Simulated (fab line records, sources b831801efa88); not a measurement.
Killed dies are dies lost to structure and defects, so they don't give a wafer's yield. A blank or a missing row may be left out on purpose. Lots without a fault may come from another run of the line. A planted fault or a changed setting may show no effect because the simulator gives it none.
Which tool did it? | flow sfq_line | 7 lots, 21 wafers sampled, at 3 steps of a route of 325

WHAT THE GAUGES READ, wafer by wafer
SFQ_M8_THK_MEAS_950: measures by xrf.
lot  | measured     | on            | M8_AU_THK (nm)
L263 | day 76 00:35 | film_metro-02 | 179.1 177.3 177.8
L265 | day 76 18:22 | film_metro-01 | 178.5 177.2 175.8
L267 | day 77 17:41 | film_metro-03 | 179.0 175.8 176.3
L270 | day 77 21:17 | film_metro-01 | 174.0 175.0 174.8
L278 | day 87 14:53 | film_metro-03 | 176.9 176.4 177.3
L281 | day 90 05:54 | film_metro-03 | 176.5 175.8 175.2
L284 | day 90 21:31 | film_metro-03 | 175.2 178.8 176.2

WHICH TOOL RAN EACH LOT (tool, then ch and the chambers of the sampled wafers, then the start)
lot  | SFQ_TRILAYER_M6_DEP_SPUTTER_157 | SFQ_TRILAYER_M6_ETCH_METAL_ETCH_162
L263 | pvd_sputter-06, day 70 12:22    | rie_metal-04 ch 0,1, day 70 16:32
L265 | pvd_sputter-03, day 70 17:10    | rie_metal-04 ch 0,1, day 70 23:15
L267 | pvd_sputter-06, day 70 23:10    | rie_metal-04 ch 1, day 71 06:38
L270 | pvd_sputter-06, day 71 06:22    | rie_metal-01 ch 0,1, day 71 13:50
L278 | pvd_sputter-05, day 72 16:43    | rie_metal-04 ch 0,1, day 76 17:26
L281 | pvd_sputter-03, day 73 09:50    | rie_metal-03 ch 0,1, day 77 06:35
L284 | pvd_sputter-03, day 73 17:10    | rie_metal-03 ch 0, day 77 14:43
- SFQ_TRILAYER_M6_DEP_SPUTTER_157: material Nb, target thk 200 nm, time 133.3 s.
- SFQ_TRILAYER_M6_ETCH_METAL_ETCH_162: etches Nb in Cl2/Ar, stops on SiO2, target depth 240 nm, time 120 s.

THE ANSWER, worked out from the rows above alone
Rule: what is usual is taken from the lots themselves. Put in order of their means at a reading, lots are off if they are a third of the lots or fewer, leave a main group of 4 or more, and stand apart from it by a gap of 3 or more times the standard deviation of the main group's means; of several such gaps the widest counts. A main group whose means are all the same, to the digits that the tables above print for the reading, isn't used. A lot without any number at a reading at which 4 lots or more have one is off too. The other lots that the step has rows for count as sound.
No lot is off at any reading shown: from this, nothing can be told.

WHAT THE SIMULATOR HAD PUT IN
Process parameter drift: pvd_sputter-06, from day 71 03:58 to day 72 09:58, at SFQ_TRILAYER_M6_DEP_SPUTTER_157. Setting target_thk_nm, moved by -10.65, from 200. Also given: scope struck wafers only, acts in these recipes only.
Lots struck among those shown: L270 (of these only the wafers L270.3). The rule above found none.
